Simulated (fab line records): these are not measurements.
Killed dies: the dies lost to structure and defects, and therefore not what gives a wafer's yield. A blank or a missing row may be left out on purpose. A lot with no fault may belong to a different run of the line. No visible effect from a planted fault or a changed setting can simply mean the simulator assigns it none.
Matching of chambers ; flow sfq line ; SFQ_TRILAYER_I4_VIA_ETCH_VIA_ETCH_106 on rie diel-03: 4 sister chambers
The step etches SiO2 in CHF3, stops on Nb, target depth 260 nm. 15 wafers are shown with their chamber, then 7 later ones without.

## WAFERS WITH THEIR CHAMBER
wafer;chamber;drypump motor current A (A);bias w (W);oes product au (a.u.)
L681.1;0;5.3;79.63;0.860
L681.5;0;5.3;79.57;0.859
L681.6;1;6.8;80.32;0.856
L686.1;1;6.8;80.25;0.854
L686.5;1;6.8;80.04;0.865
L686.6;0;5.3;79.93;0.853
L689.2;3;5.2;79.59;0.862
L689.6;2;5.7;79.62;0.862
L692.5;1;6.7;80.22;0.845
L692.6;0;5.3;80.16;0.859
L698.1;3;5.3;79.32;0.852
L698.5;1;6.8;79.99;0.849
L698.6;3;5.3;79.84;0.854
L699.1;3;5.2;79.97;0.852
L699.4;1;6.7;80.04;0.855

SIGNATURES (means of the wafers above)
reading;chamber 0;chamber 1;chamber 2;chamber 3;scatter within a chamber
drypump motor current A;5.300;6.767;5.700;5.250;0.0461
bias w;79.8225;80.1433;79.6200;79.6800;0.227
oes product au;0.85775;0.85400;0.86200;0.85500;0.00548
Rule: distance of a wafer from a chamber = root of the sum over the readings of ((wafer's reading minus chamber's mean) / reading's scatter) squared. The wafer belongs to the nearest chamber; if the next one is less than 2 further off, it can't be placed. The scatter: take each reading less its chamber's mean, square it, sum over the shown wafers, divide by the number of wafers less the number of chambers, and take the root.

## WAFERS WHOSE CHAMBER IS MISSING
wafer;drypump motor current A (A);bias w (W);oes product au (a.u.)
L699.6;5.7;79.49;0.849
L702.2;5.7;79.88;0.854
L702.4;5.2;80.20;0.847
L702.6;5.7;80.25;0.846
L703.1;6.8;80.17;0.851
L703.3;5.2;79.99;0.853
L703.5;5.2;79.51;0.850

## WHICH CHAMBER EACH ONE RAN IN
wafer;from the rows above;in truth
L699.6;2;2
L702.2;2;2
L702.4;can't be placed: 3 or 0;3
L702.6;2;2
L703.1;1;1
L703.3;can't be placed: 3 or 0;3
L703.5;can't be placed: 3 or 0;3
4 of 7 placed correctly. From these rows, 3 cannot be placed; in 3 the true chamber is one of the candidates. Wrongly placed: 0.
